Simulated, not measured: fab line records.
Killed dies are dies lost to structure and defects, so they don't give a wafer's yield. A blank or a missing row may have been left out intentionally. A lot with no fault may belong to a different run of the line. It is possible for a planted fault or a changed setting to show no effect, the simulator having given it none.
What tool caused it? | flow sky130 | 11 lots, 33 wafers sampled, at 3 steps of a route of 708

WHAT THE GAUGES READ, wafer by wafer
SKY_METAL5_RS_MEAS_05: measurement is done with a four-point probe. Usual: METAL5_ALCU_RS 0.02712 ohm/sq, standard deviation 0.00023.
lot  | measured     | on            | METAL5_ALCU_RS (ohm/sq) | flag
L306 | day 43 01:20 | film-metro-02 | 0.02666 0.02698 0.02678 |
L307 | day 43 03:55 | film-metro-04 | 0.02696 0.02733 0.02719 |
L308 | day 43 06:33 | film-metro-04 | 0.02697 0.02681 0.02681 |
L309 | day 43 19:55 | film-metro-04 | 0.02688 0.02716 0.02688 |
L312 | day 44 12:40 | film-metro-04 | 0.02744 0.02745 0.02742 |
L317 | day 45 13:41 | film-metro-04 | 0.02725 0.02714 0.02713 |
L320 | day 46 08:08 | film-metro-04 | 0.02692 0.02681 0.02663 |
L325 | day 47 17:46 | film-metro-02 | 0.02696 0.02738 0.02675 |
L326 | day 47 21:59 | film-metro-04 | 0.02748 0.02743 0.02721 |
L328 | day 48 12:31 | film-metro-02 | 0.02741 0.0271 0.02732  |
L329 | day 48 15:04 | film-metro-02 | 0.02679 0.02703 0.02655 |

WHICH TOOL RAN EACH LOT (tool, then ch and the chambers of the sampled wafers, then the start)
lot  | SKY_VIA1_CMP_24               | SKY_VIA4_SPUTTER_17
L306 | cmp-02 ch 1,2,3, day 34 05:26 | pvd-sputter-03, day 43 00:29
L307 | cmp-01 ch 0,1, day 34 11:57   | pvd-sputter-01, day 43 03:04
L308 | cmp-02 ch 1,2,3, day 34 12:00 | pvd-sputter-04, day 43 05:40
L309 | cmp-01 ch 0,1,2, day 35 05:40 | pvd-sputter-01, day 43 18:47
L312 | cmp-01 ch 1,2,3, day 35 23:52 | pvd-sputter-03, day 44 11:40
L317 | cmp-01 ch 1,2,3, day 37 05:34 | pvd-sputter-01, day 45 12:50
L320 | cmp-02 ch 0,2, day 38 02:42   | pvd-sputter-04, day 46 05:08
L325 | cmp-02 ch 1,2,3, day 39 20:16 | pvd-sputter-04, day 47 16:53
L326 | cmp-02 ch 0,2,3, day 39 23:36 | pvd-sputter-01, day 47 21:05
L328 | cmp-02 ch 0,2,3, day 40 17:53 | pvd-sputter-01, day 48 11:40
L329 | cmp-01 ch 1,2,3, day 40 23:46 | pvd-sputter-04, day 48 14:10
- SKY_VIA1_CMP_24: polishes, stops on SiO2, t overpolish 15 s, target thk 0 nm.
- SKY_VIA4_SPUTTER_17: material TiN, target thk 20 nm, time 80 s.

AS READ BY THE TOOLS THEMSELVES (means over the sampled wafers that have a number; for cases with no such wafer, the mark the record gives instead)
SKY_VIA1_CMP_24. Usual: motor-current-A 11.0 A, standard deviation 1.3; overpolish-run-s 15.001 s, standard deviation 0.0087; time-to-endpoint-s 65.8 s, standard deviation 2.8.
lot  | tool   | motor-current-A (A) | overpolish-run-s (s) | time-to-endpoint-s (s) | flag
L306 | cmp-02 | 10.7                | 15.006               | 69.4                   |
L307 | cmp-01 | 10.0                | 15.010               | 68.7                   |
L308 | cmp-02 | 10.7                | 14.998               | 68.2                   |
L309 | cmp-01 | 10.9                | 15.003               | 68.4                   |
L312 | cmp-01 | 10.8                | 14.997               | 66.5                   |
L317 | cmp-01 | 11.0                | 14.996               | 64.3                   |
L320 | cmp-02 | 10.9                | 15.004               | 66.9                   |
L325 | cmp-02 | 10.8                | 14.993               | 66.2                   |
L326 | cmp-02 | 10.8                | 14.998               | 66.0                   |
L328 | cmp-02 | 10.8                | 14.993               | 67.4                   |
L329 | cmp-01 | 11.5                | 14.999               | 61.7                   |

SKY_VIA4_SPUTTER_17. Usual: cathode-dc-power-W 4000.0 W, standard deviation 0.75; throttle-valve-pct 30.1 %, standard deviation 0.91.
lot  | tool           | cathode-dc-power-W (W) | throttle-valve-pct (%) | flag
L306 | pvd-sputter-03 | 3999.6                 | 30.5                   |
L307 | pvd-sputter-01 | 4000.8                 | 29.7                   |
L308 | pvd-sputter-04 | 4000.1                 | 30.6                   |
L309 | pvd-sputter-01 | 4000.5                 | 29.7                   |
L312 | pvd-sputter-03 | 4000.4                 | 31.2                   |
L317 | pvd-sputter-01 | 4000.9                 | 29.8                   |
L320 | pvd-sputter-04 | 3999.5                 | 30.5                   |
L325 | pvd-sputter-04 | 3999.7                 | 30.3                   |
L326 | pvd-sputter-01 | 4000.5                 | 28.8                   |
L328 | pvd-sputter-01 | 4000.1                 | 29.6                   |
L329 | pvd-sputter-04 | 4000.1                 | 30.3                   |

THE ANSWER, worked out from the rows above alone
Rule: take the mean of a lot's wafers that have a number; if it is more than 3 standard deviations from the usual mean, the lot is off. Also off: a lot with no number at a reading for which 4 or more lots have one. The other lots that the step has rows for count as sound. The gauges are gone through in route order, then the tools' own readings, and for those a lot's mean is taken as printed above. At the first step where some lot is off, the reading lying furthest off is the one used; lots without a number count as furthest.
No lot is off at any reading shown: from this, nothing can be told.

WHAT THE SIMULATOR HAD INSERTED
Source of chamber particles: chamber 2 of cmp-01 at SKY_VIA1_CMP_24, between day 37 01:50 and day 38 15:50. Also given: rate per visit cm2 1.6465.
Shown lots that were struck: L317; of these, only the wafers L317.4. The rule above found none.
